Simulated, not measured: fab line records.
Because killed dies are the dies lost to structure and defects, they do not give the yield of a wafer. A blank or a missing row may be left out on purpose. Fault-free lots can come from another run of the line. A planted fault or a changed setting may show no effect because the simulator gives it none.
2 desks, one fault ; flow gf180mcu ; each desk has only its own numbers; what lay behind them comes last

## THE METROLOGY DESK
Means of the sampled wafers that have a number, per lot and without regard to the tool the lot ran on: this is what the gauges read. A lot is out of limits, marked OUT, if its mean lies more than 4 standard deviations from the usual mean; the brackets give that distance.
Columns: A = M5_OVL at GF_M5_OVL_MEAS_08, usual -1 nm
lot;first seen here;A
L758;day 26 02:35;-1
L759;day 26 04:22;-4
L760;day 26 19:07;5
L762;day 27 12:52;0
L763;day 27 18:13;1
L764;day 28 05:30;-3
L765;day 28 11:09;-5
L766;day 28 21:18;-1
L767;day 28 22:25;1
L768;day 29 09:01;4
L769;day 29 11:43;-4
L778;day 32 09:02;-11
Finding of this desk: none of the 12 lots has anything out of limits.

## DESK OF THE TOOL OWNER: pvdSputter-04
The tool's own readings at GF_MIM_SPUTTER_04 (material TiN, target thk 50 nm, time 41.7 s): means of the sampled wafers that have a number, for each lot that ran on this tool. A lot is out of limits, marked OUT, if its mean lies more than 4 standard deviations from the usual mean; the brackets give that distance.
Columns: A = throttleValvePct at GF_MIM_SPUTTER_04, usual 29.7 %
lot;first seen here;A
L763;day 26 01:04;29.7
L766;day 27 00:17;29.8
L767;day 27 06:13;29.5
L768;day 27 17:51;29.5
Finding of this desk: none of the 4 lots has anything out of limits.

## TAKEN TOGETHER
At the metrology desk, nothing out of limits was observed.
Nothing out of limits was seen by the tool owner's desk.

## WHAT HAD BEEN PUT IN BY THE SIMULATOR
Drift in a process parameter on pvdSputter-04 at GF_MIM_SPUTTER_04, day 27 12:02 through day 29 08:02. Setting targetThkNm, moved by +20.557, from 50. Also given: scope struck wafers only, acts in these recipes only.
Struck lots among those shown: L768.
